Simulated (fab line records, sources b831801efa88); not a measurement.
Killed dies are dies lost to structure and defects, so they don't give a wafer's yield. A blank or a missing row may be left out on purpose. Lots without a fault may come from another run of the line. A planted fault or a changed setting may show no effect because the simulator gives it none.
A struck lot beside a sound one | flow sky130 | 17 steps out of a route of 708
Sound: wafers L733.1, L733.3, L733.5. Struck: wafers L736.1, L736.4, L736.5. The cause comes at the end.
At each step with rows: each side's tool, then ch and its chambers, then its first start. Under that, the readings that differ: sound wafers | struck wafers | difference of the means | sigmas: that difference in standard deviations of wafers without a fault.
alike: readings whose means differ by less than 2 such deviations, and words and numbers that are the same on both sides. not compared: withheld readings, readings that some wafer has no value for, bounds like >300 that may hide the same value, and numbers for which the record gives no deviation and whose values overlap.
The two part at a step that has a row with sigmas, a row that says differs or no value, or rows on one side only. Numbers that don't overlap but have no deviation are shown without sigmas and don't part them. A reading that every wafer of one side lacks parts them only if that side has two wafers or more.

SKY_LDD_P_OVL_MEAS_08:
  sound on overlay-01, day 21 07:29; struck on overlay-02, day 22 10:23
  alike: LDD_P_OVL
then, 1 step without rows for these wafers: SKY_LDD_P_IMPLANT_09.
SKY_LDD_P_STRIP_10: strips in O2/N2.
  sound on plasma_asher-02 ch 0, day 21 07:41; struck on plasma_asher-04 ch 0,1, day 22 10:34
  reading                      | sound             | struck            | difference | sigmas
  strip_time_to_endpoint_s (s) | 14.23 14.25 14.23 | 14.14 14.16 14.14 | -0.09      | -2
  alike: chamber_pressure_mTorr, drypump_motor_current_A, oes_product_au
  not compared: rf_hours_counter_h
SKY_LDD_P_TW_MEAS_11:
  sound on film_metro-03, day 21 07:47; struck on film_metro-01, day 22 10:40
  alike: LDD_P_TW
then, 7 steps without rows for these wafers: SKY_LDD_HVN_DEHYDRATE_00 (time 60 s); SKY_LDD_HVN_HMDS_01 (prime time 60 s); SKY_LDD_HVN_COAT_02 (resist thk 300 nm); SKY_LDD_HVN_SOFTBAKE_03 (time 60 s); SKY_LDD_HVN_EXPOSE_04 (exposes mask HVNTM, target cd 700 nm); SKY_LDD_HVN_PEB_05; SKY_LDD_HVN_DEVELOP_06 (develop time 60 s).
SKY_LDD_HVN_OVL_MEAS_07:
  sound on overlay-01, day 22 14:19; struck on overlay-01, day 23 22:40
  alike: LDD_HVN_OVL
SKY_LDD_HVN_IMPLANT_08:
  sound on implanter-01 ch 0, day 22 14:21; struck on implanter-03 ch 0, day 23 22:43
  reading            | sound                | struck              | difference | sigmas
  tilt_deg (degrees) | 39.945 39.953 39.982 | -0.017 -0.006 0.002 | -39.967    | -99 or more
  alike: faraday_current_uA
SKY_LDD_HVN_STRIP_09: strips in O2/N2.
  sound on plasma_asher-01 ch 0,1, day 22 14:30; struck on plasma_asher-02 ch 0,1, day 23 22:52
  alike: chamber_pressure_mTorr, drypump_motor_current_A, oes_product_au, strip_time_to_endpoint_s
  not compared: rf_hours_counter_h
SKY_LDD_HVN_TW_MEAS_10:
  sound on film_metro-02, day 22 14:36; struck on film_metro-04, day 23 22:58
  reading    | sound          | struck         | difference | sigmas
  LDD_HVN_TW | 1438 1433 1422 | 1279 1280 1278 | -152       | -22
then, 1 step without rows for these wafers: SKY_LDD_HVP_DEHYDRATE_00 (time 60 s).
-- the record jumps here: 24 days lie between the struck wafers' starts before and after (it left off in module LDD_HVP and takes up again in module PAD_OPEN, whose first step shown is number 708 of the route) --
SKY_PAD_OPEN_PROBE_99:
  sound on prober-02, day 47 10:23; struck on prober-01, day 48 03:38
  reading                                 | sound                | struck              | difference | sigmas
  model.etest.tip_n_5v.rs_ohm_sq          | 1426 1439 1435       | 1010 998.6 1012     | -426       |
  model.etest.nfet_g5v0d10v5.r_on_ohm_um  | 1881 1906 1897       | 1796 1824 1824      | -80        |
  model.etest.nfet_g5v0d10v5.drive_ua_um  | 609.7 595.5 602.3    | 626.8 619.9 623.5   | +20.9      |
  model.etest.res_ndiff_hv.rs_ohm_sq      | 114.3 114.2 114.1    | 107.9 109.2 109.1   | -5.5       |
  model.etest.ring_5v.delay_ps            | 44.84 45.52 44.47    | 44.37 44.06 44.02   | -0.79      |
  model.etest.nfet_g5v0d10v5.vt_sat_v (V) | 0.7611 0.7756 0.7773 | 0.7499 0.747 0.7432 | -0.0246    |
  alike: killed_at_M0_to_M3, killed_at_M4_up, killed_at_contacts, killed_at_front_end, killed_at_other, killed_dies, killed_open, killed_short

WHERE THEY PART
First at SKY_LDD_P_STRIP_10; last, within this record, at SKY_LDD_HVN_TW_MEAS_10. Later steps at which nothing parts them and some readings are alike: SKY_PAD_OPEN_PROBE_99.

WHY: what the simulator had put in
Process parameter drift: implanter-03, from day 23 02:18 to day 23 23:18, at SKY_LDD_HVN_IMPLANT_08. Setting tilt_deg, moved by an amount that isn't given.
